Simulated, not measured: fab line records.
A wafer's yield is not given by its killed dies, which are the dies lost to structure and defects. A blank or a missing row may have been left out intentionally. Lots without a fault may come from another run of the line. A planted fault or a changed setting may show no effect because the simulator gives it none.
Code-filled problem report in 8D (eight disciplines) form :: flow sky130 :: the parts of the form that need people (team, actions taken, sign-off) are left out

== 1. WHAT WENT WRONG ==
Wafers without a fault read 16, standard deviation 4.7; killed-at-front-end at SKY_PAD_OPEN_PROBE_99 reads a mean of 45 on 6 wafers belonging to 2 lots. Relative to the usual mean, that is a shift of +6.2 standard deviations.
Seen first at day 49 11:10 on prober-02, wafer L755.2. The record has a number at this step for 39 wafers belonging to 13 lots. Rule for "out", or "out of limits": more than 4 standard deviations from the usual mean. The other wafers with a number count as sound.

== 2. WHAT IT IS AND WHAT IT IS NOT ==
question: which readings at this step
is: killed-at-front-end
is not: killed_at_M0_to_M3, killed-at-contacts, killed-at-other, killed-open, killed-short

question: which lots
is: L755, L756
is not: L741, L743, L744, L745, L746, L747, L748, L750, L751, L752, L753

question: which wafers of those lots
is: all that have a number
is not: -

question: read on which tools
is: prober-01, prober-02
is not: -

question: when
is: from day 49 11:10
is not: up to then (33 sound wafers)

== 3. WHAT RULES OUT EACH SUSPECT ==
Counting: any tool at a process step up to the reading is kept as a suspect provided that every lot that is out went through it and no sound lot did after the first of them.
- wet-bench-02 at SKY_SONOS_TUNNEL_CLEAN_13 (cleans in dHF, time 20 s): kept. All lots that are out passed through it, beginning with L755 at day 16 12:56, and no sound lot followed; its final sound lot before that point was L753 at day 15 18:33.
- rie-metal-01 at SKY_METAL4_METAL_ETCH_18 (etches the open film in Cl2/BCl3, stops on SiO2, target depth 845 nm, time 183.1 s): kept. All lots that are out passed through it, beginning with L755 at day 45 23:21, and no sound lot followed; its final sound lot before that point was L752 at day 45 16:01.
- rie-diel-01 at SKY_PASSIVATION_ETCH_11 (etches the open film in CF4/O2, stops on AlCu, target depth 725 nm, time 161.1 s): kept. All lots that are out passed through it, beginning with L755 at day 48 14:08, and no sound lot followed; its final sound lot before that point was L752 at day 48 08:38.
The count leaves wet-bench-02 at SKY_SONOS_TUNNEL_CLEAN_13, rie-metal-01 at SKY_METAL4_METAL_ETCH_18, and rie-diel-01 at SKY_PASSIVATION_ETCH_11.

== 4. THE CAUSE (what the simulator had put in) ==
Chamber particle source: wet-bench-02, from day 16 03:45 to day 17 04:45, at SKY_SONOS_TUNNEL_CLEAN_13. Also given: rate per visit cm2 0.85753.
Counting left 3 suspects, and this tool is among them.

== 5. SEQUENCE OF EFFECTS, ordered by route ==
Each row: a reading whose mean over the struck wafers that have a number lies more than 3 standard deviations from the usual. Only readings whose record carries a usual standard deviation are examined. hours: median over the lots of the time between each lot's start at the first step of this table that gives one and its start at this step. sigmas: the change, counted in usual standard deviations.
hours: 0
step: SKY_PAD_OPEN_PROBE_99
reading: killed-at-front-end
usual: 16
on struck wafers: 45
change: +29
sigmas: +6.2
Process steps it contains:
- SKY_PAD_OPEN_PROBE_99

== 6. HOW IT WOULD HAVE BEEN CAUGHT EARLIER ==
First out-of-limits reading in this record: day 49 11:10, which is 799 hours after fault onset at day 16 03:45.
By day 49 11:10 the whole set of lots that are out, 2 in number, had already begun SKY_SONOS_TUNNEL_CLEAN_13 on wet-bench-02. Had the tool been put on hold then, not one of them would have been saved.
